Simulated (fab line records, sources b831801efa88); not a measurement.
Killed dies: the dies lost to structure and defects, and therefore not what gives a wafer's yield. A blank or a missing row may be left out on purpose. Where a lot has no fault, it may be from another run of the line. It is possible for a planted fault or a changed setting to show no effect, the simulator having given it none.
A lot that was struck, set against a sound lot -- flow gf180mcu -- 14 steps out of a route of 602
Sound: these wafers, L366.2, L366.4, L366.6. The struck wafers were L368.1, L368.2, L368.4. The cause is given at the end.
Order at every step that has rows: each side's tool, ch and its chambers, its first start. Under that, the readings that differ: sound wafers -- struck wafers -- difference of the means -- sigmas: that difference in standard deviations of wafers without a fault.
alike: words and numbers the same on both sides, and readings whose means are apart by under 2 such deviations; not compared: readings that were withheld, readings missing a value for some wafer, numbers with overlapping values and no deviation given by the record, and bounds like >300 which may hide the same value.
Wherever a step has rows on one side only, a row that says differs or no value, or a row with sigmas, the two part there. Numbers that don't overlap but have no deviation are shown without sigmas and don't part them. A reading missing from all wafers of one side parts the sides only when that side holds two or more wafers.

first, 2 steps without rows for these wafers: GF_MVPSD_PEB_05; GF_MVPSD_DEVELOP_06 (develop time 60 s).
GF_MVPSD_OVL_MEAS_07:
  sound on overlay-02, day 8 21:03; struck on overlay-02, day 9 08:35
reading,sound,struck,difference,sigmas
MVPSD_OVL (nm),-1.6 -1.3 -1.8,2.3 2.3 1.7,+3.7,+3
then, 2 steps without rows for these wafers: GF_MVPSD_IMPLANT_08; GF_MVPSD_IMPLANT_09.
GF_MVPSD_STRIP_10: strips in O2/N2.
  sound on plasma asher-02 ch 1, day 8 21:23; struck on plasma asher-04 ch 0,1, day 9 08:56
  alike: drypump motor current A, heater power w, oes product au, strip time to endpoint s
  not compared: rf hours counter h
GF_MVPSD_TW_MEAS_11:
  sound on film metro-01, day 8 21:29; struck on film metro-02, day 9 09:02
reading,sound,struck,difference,sigmas
MVPSD_TW,544 541 544,570 569 570,+27,+3
then, 5 steps without rows for these wafers: GF_VT_IMPLANT_DEHYDRATE_00 (time 60 s); GF_VT_IMPLANT_HMDS_01 (prime time 60 s); GF_VT_IMPLANT_COAT_02 (resist thk 1000 nm); GF_VT_IMPLANT_SOFTBAKE_03 (time 60 s); GF_VT_IMPLANT_EXPOSE_04 (exposes mask LVPWELL LV AREA, target cd 600 nm).
GF_VT_IMPLANT_PEB_05:
  sound on litho track-02 ch 0, day 9 13:22; struck on litho track-01, day 10 01:54
reading,sound,struck,difference,sigmas
exhaust pa (Pa),44.7 46.6 43.8,- - -,no value on the struck wafers,
  not compared: chill plate temp C
then, 1 step without rows for these wafers: GF_VT_IMPLANT_DEVELOP_06 (develop time 60 s).

## WHERE THEY PART
At GF_MVPSD_OVL_MEAS_07 first; at GF_VT_IMPLANT_PEB_05 last (within this record only).

WHY: what the simulator had put in
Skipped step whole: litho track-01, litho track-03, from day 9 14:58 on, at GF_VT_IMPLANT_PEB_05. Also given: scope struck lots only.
